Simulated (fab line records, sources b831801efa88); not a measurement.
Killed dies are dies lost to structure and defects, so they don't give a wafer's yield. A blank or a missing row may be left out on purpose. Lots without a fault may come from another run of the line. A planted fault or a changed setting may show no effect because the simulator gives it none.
fab line records | flow sfq_line
record lots=14 wafers=42 last_day=83
route steps=325 shown A5B@209 C5@248
lots that met no fault: from a run of the same line without faults
start_h: hours from the record's first day to the start of the lot's first wafer shown | wait_h: hours since the lot's step before | " the same as in the row above | L1.1+2: a row that stands for several wafers | - no value, or no start given | * or withheld: withheld | < > ~ a bound
route shown NAME@n: a module of which the file shows steps, and the number in the route of the first | usual: mean/standard deviation of fault-free wafers | same: alike in all rows | chamber/n: place in a boat | sites: the reading at each site | _std_site: their standard deviation | _edge_site: outer sites' mean less inner sites' | radius_mm: how far each site lies from the wafer's centre | mask NAME#n: copy n | behind: the tool/chamber that last shaped the wafer | hold: why the lot was held/for how many hours/how that ended | device: the transistor (n, p or np) that didn't switch | end of line: the same wafers' tests at the end of the route | a step without rows: its recipe alone | killed: dies lost to structure and defects at the first sort, not the wafer's yield | map: a wafer's dies, x killed, . not, _ none there
set.NAME: the setting as run; set.NAME@STEP: as run at that earlier step | model.NAME: the simulator's own value behind a step, which no gauge read
steps of the route over a sample of lots; a table a step, a row a wafer
services: from which hour (start_h, from the record's first day; less than 0 if before it) a tool's chamber was out of use, for how many hours, and why
## steps
# step SFQ_TRILAYER_A5B_DEP_PECVD_129
# recipe material=SiO2 temp_c=150 time_s=133.33 pressure_torr=2.4 rf_w=183.3 precursor=SiH4/N2O target_thk_nm=600
# usual heater_power_w=77/11 throttle_valve_pct=24.3/1.5
# same time_s=133.33
# columns lot.wafer tool chamber start_h wait_h heater_power_w throttle_valve_pct
L478.2 pecvd-02 0 1360.39 0.0 67 24.3
L478.5 " 0 " " 72 24.6
L478.6 " 2 " " 84 27.5
L479.2 pecvd-03 0 1372.39 0.0 101 24.6
L479.5 " 2 " " 80 25.2
L479.6 " 0 " " 103 24.5
L480.1 pecvd-02 1 1374.80 0.0 61 23.9
L480.4 " 2 " " 72 27.4
L480.5 " 0 " " 78 24.4
L481.1 pecvd-03 2 1378.56 0.0 81 25.1
L481.2 " 0 " " 93 24.2
L481.3 " 1 " " 69 22.6
L483.1 pecvd-03 2 1404.79 0.0 68 25.1
L483.3 " 0 " " 102 24.5
L483.5 " 0 " " 86 24.6
L484.1 pecvd-02 0 1459.99 0.0 69 24.6
L484.3 " 2 " " 82 26.9
L484.6 " 0 " " 76 24.5
L485.1 pecvd-02 1 1466.11 0.0 62 23.9
L485.5 " 1 " " 52 23.8
L485.6 " 2 " " 85 27.5
L492.1 pecvd-04 0 1502.04 0.0 66 23.9
L492.2 " 2 " " 86 23.4
L492.3 " 1 " " 76 22.3
L493.3 pecvd-04 2 1509.41 0.0 75 23.4
L493.4 " 1 " " 85 22.4
L493.6 " 2 " " 77 23.5
L495.2 pecvd-02 1 1524.96 0.0 61 24.1
L495.3 " 0 " " 76 24.7
L495.5 " 0 " " 78 24.3
L497.1 pecvd-03 1 1533.02 0.0 76 23.0
L497.3 " 0 " " 103 24.9
L497.6 " 0 " " 87 25.1
L498.2 pecvd-04 0 1550.18 0.0 64 23.7
L498.3 " 2 " " 84 23.5
L498.5 " 0 " " 69 23.3
L500.1 pecvd-03 0 1559.76 0.0 101 25.0
L500.2 " 1 " " 80 23.0
L500.6 " 1 " " 83 22.9
L501.4 pecvd-02 2 1561.01 0.0 73 27.4
L501.5 " 0 " " 77 24.2
L501.6 " 1 " " 62 24.1
# step SFQ_TRILAYER_A5B_CMP_CMP_130
# recipe stop_on=Nb down_force_psi=3 platen_rpm=60 target_thk_nm=340.7
# usual motor_current_A=10.7/0.54
# columns lot.wafer tool chamber start_h wait_h motor_current_A
L478.2 cmp-01 2 1360.48 0.0 10.7
L478.6 " 2 1362.48 2.0 10.2
L478.5 " 3 " " 10.6
L479.2 cmp-01 3 1373.01 0.6 11.0
L479.5 " 3 1375.01 2.5 10.8
L479.6 " 0 " " 10.9
L480.1 cmp-02 1 1374.89 0.0 9.7
L480.4 " 2 " " 11.3
L480.5 " 2 1377.39 2.5 11.2
L481.3 cmp-02 3 1378.65 0.0 11.1
L481.1 " 1 1379.65 1.0 9.7
L481.2 " 2 " " 11.9
L483.3 cmp-02 0 1404.88 0.0 9.7
L483.1 " 3 1406.38 1.5 10.9
L483.5 " 1 1407.38 2.5 10.1
L484.1 cmp-01 3 1462.20 2.2 11.2
L484.3 " 0 " " 11.1
L484.6 " 1 " " 10.7
L485.1 cmp-01 2 1468.70 2.5 10.7
L485.6 " 3 " " 11.1
L485.5 " 0 " " 10.7
L492.2 cmp-02 3 1503.25 1.2 10.8
L492.1 " 1 1504.25 2.2 10.6
L492.3 " 2 " " 11.8
L493.3 cmp-01 2 1510.95 1.5 10.4
L493.4 " 3 " " 11.1
L493.6 " 2 1512.95 3.4 11.1
L495.3 cmp-01 1 1531.95 6.9 10.0
L495.2 " 3 1532.95 7.9 11.0
L495.5 " 1 1533.95 8.9 11.1
L497.1 cmp-01 2 1548.99 15.9 10.1
L497.3 " 3 " " 11.1
L497.6 " 0 " " 10.9
L498.3 cmp-02 1 1555.93 5.7 9.1
L498.2 " 3 1556.93 6.7 10.9
L498.5 " 1 1557.93 7.7 10.5
L500.1 cmp-01 3 1560.49 0.7 11.2
L500.2 " 0 " " 11.1
L500.6 " 3 1562.49 2.6 11.6
L501.4 cmp-01 2 1563.49 2.4 10.9
L501.5 " 1 1564.99 3.9 10.7
L501.6 " 2 " " 11.1
# step SFQ_TRILAYER_A5B_METRO_MEASURE_131
# usual thk_nm=342/4.6
# columns lot.wafer tool chamber start_h wait_h thk_nm
L478.2 film_metro-04 - 1363.68 2.7 340
L478.5 " - " " 341
L478.6 " - " " 344
L479.2 film_metro-02 - 1376.21 2.7 334
L479.5 " - " " 337
L479.6 " - " " 334
L480.1 film_metro-04 - 1377.89 2.5 341
L480.4 " - " " 338
L480.5 " - " " 342
L481.1 film_metro-04 - 1381.65 1.5 347
L481.2 " - " " 335
L481.3 " - " " 339
L483.1 film_metro-02 - 1407.88 1.0 335
L483.3 " - " " 338
L483.5 " - " " 343
L484.1 film_metro-01 - 1464.20 1.5 334
L484.3 " - " " 337
L484.6 " - " " 340
L485.1 film_metro-01 - 1470.20 1.0 342
L485.5 " - " " 348
L485.6 " - " " 350
L492.1 film_metro-04 - 1506.25 1.5 348
L492.2 " - " " 344
L492.3 " - " " 344
L493.3 film_metro-01 - 1513.85 2.4 345
L493.4 " - " " 336
L493.6 " - " " 341
L495.2 film_metro-04 - 1534.65 1.2 348
L495.3 " - " " 345
L495.5 " - " " 342
L497.1 film_metro-02 - 1550.99 1.5 344
L497.3 " - " " 340
L497.6 " - " " 349
L498.2 film_metro-02 - 1559.13 1.7 341
L498.3 " - " " 346
L498.5 " - " " 347
L500.1 film_metro-01 - 1562.99 2.0 343
L500.2 " - " " 341
L500.6 " - " " 340
L501.4 film_metro-02 - 1566.59 2.6 341
L501.5 " - " " 345
L501.6 " - " " 343
# step SFQ_TRILAYER_C5_ETCH_VIA_ETCH_154
# recipe target=SiO2 mask_material=PR chemistry=CHF3 target_depth_nm=84 source_w=500 bias_w=80 pressure_mtorr=30 time_s=withheld stop_on=Nb
# usual bias_w=79.98/0.26 drypump_motor_current_A=5.6/0.41 oes_product_au=0.896/0.0084
# columns lot.wafer tool chamber start_h wait_h bias_w drypump_motor_current_A oes_product_au
L478.2 rie_diel-03 0 1384.85 0.0 79.80 6.3 0.894
L478.5 " 2 " " 79.82 5.4 0.895
L478.6 " 1 " " 79.70 5.5 0.898
L479.2 rie_diel-03 3 1390.85 0.0 79.73 5.7 0.905
L479.5 " 1 " " 79.83 5.6 0.897
L479.6 " 0 " " 79.80 6.3 0.910
L480.1 rie_diel-04 2 1393.25 0.0 80.13 5.5 0.893
L480.4 " 3 " " 79.82 5.6 0.902
L480.5 " 1 " " 79.79 4.8 0.895
L481.1 rie_diel-01 0 1395.65 0.0 79.95 5.9 0.894
L481.2 " 2 " " 80.54 5.7 0.889
L481.3 " 1 " " 80.02 5.8 0.884
L483.1 rie_diel-01 1 1418.96 0.0 79.97 5.8 0.887
L483.3 " 3 " " 79.56 5.1 0.884
L483.5 " 1 " " 79.58 5.8 0.897
L484.1 rie_diel-01 3 1624.27 0.0 80.46 5.1 0.904
L484.3 " 1 " " 80.12 5.8 0.895
L484.6 " 3 " " 80.01 5.2 0.903
L485.1 rie_diel-04 0 1627.60 0.0 80.20 6.1 0.896
L485.5 " 0 " " 79.87 6.1 0.911
L485.6 " 1 " " 79.87 4.8 0.911
L492.1 rie_diel-03 2 1668.22 0.0 70.14 5.4 0.900
L492.2 " 1 " " 79.75 5.5 0.895
L492.3 " 0 " " 80.29 6.3 0.894
L493.3 rie_diel-03 3 1675.42 0.0 79.66 5.7 0.880
L493.4 " 2 " " 69.99 5.5 0.897
L493.6 " 3 " " 79.85 5.8 0.900
L495.2 rie_diel-04 0 1693.24 0.0 80.25 6.2 0.906
L495.3 " 0 " " 80.20 6.2 0.890
L495.5 " 0 " " 80.35 6.2 0.903
L497.1 rie_diel-01 2 1701.62 0.0 80.22 5.7 0.885
L497.3 " 3 " " 79.78 5.2 0.888
L497.6 " 2 " " 80.29 5.7 0.893
L498.2 rie_diel-04 0 1706.42 0.0 79.98 6.1 0.898
L498.3 " 2 " " 79.58 5.6 0.893
L498.5 " 3 " " 80.28 5.6 0.902
L500.1 rie_diel-04 1 1710.02 0.0 80.13 4.8 0.904
L500.2 " 2 " " 80.02 5.5 0.897
L500.6 " 2 " " 79.87 5.5 0.923
L501.4 rie_diel-01 1 1711.22 0.0 80.24 5.8 0.893
L501.5 " 3 " " 80.18 5.1 0.895
L501.6 " 0 " " 79.76 5.8 0.902
## services
# columns tool chamber start_h hours kind
cmp-02 - 1337.57 1.0 repair
cmp-01 - 1338.88 0.3 repair
cmp-02 - 1354.74 0.5 repair
film_metro-02 - 1361.49 5.4 pm
pecvd-03 - 1377.21 0.7 repair
rie_diel-01 - 1404.55 4.3 pm
film_metro-02 - 1406.43 1.1 pm
rie_diel-04 1 1412.21 6.3 repair
film_metro-04 - 1418.72 0.5 pm
rie_diel-04 2 1424.32 15.3 repair
pecvd-02 - 1428.79 4.3 pm
rie_diel-04 - 1431.61 0.4 repair
cmp-02 - 1434.20 4.0 pm
rie_diel-01 - 1465.71 0.2 repair
pecvd-02 0 1465.79 9.3 repair
cmp-02 - 1467.24 5.7 repair
pecvd-02 - 1488.36 6.0 pm
film_metro-04 - 1491.23 0.4 pm
film_metro-02 - 1505.67 0.5 pm
cmp-01 - 1534.45 7.5 pm
cmp-01 - 1595.30 4.0 pm
cmp-01 - 1640.27 6.0 pm
cmp-01 - 1646.25 16.2 pm
pecvd-02 - 1686.25 14.0 pm
## key
first_sign step=SFQ_TRILAYER_C5_ETCH_VIA_ETCH_154 reading=bias_w direction=down sigmas=38 usual=79.98 struck=70.07
effect none on later readings
met_at SFQ_TRILAYER_C5_ETCH_VIA_ETCH_154
struck_lots L492,L493
struck_wafers L492.1,L493.4
not_acting_at SFQ_TRILAYER_A5B_DEP_PECVD_129,SFQ_TRILAYER_A5B_CMP_CMP_130,SFQ_TRILAYER_A5B_METRO_MEASURE_131
onset_between 1384.85 1668.22
fault kind=process_parameter_drift tool=rie_diel-03 chamber=2 onset_h=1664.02 steps=SFQ_TRILAYER_C5_ETCH_VIA_ETCH_154 channel=bias_w offset=-9.8498 shape=step end_h=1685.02 acts_in=these_recipes_only stated=80
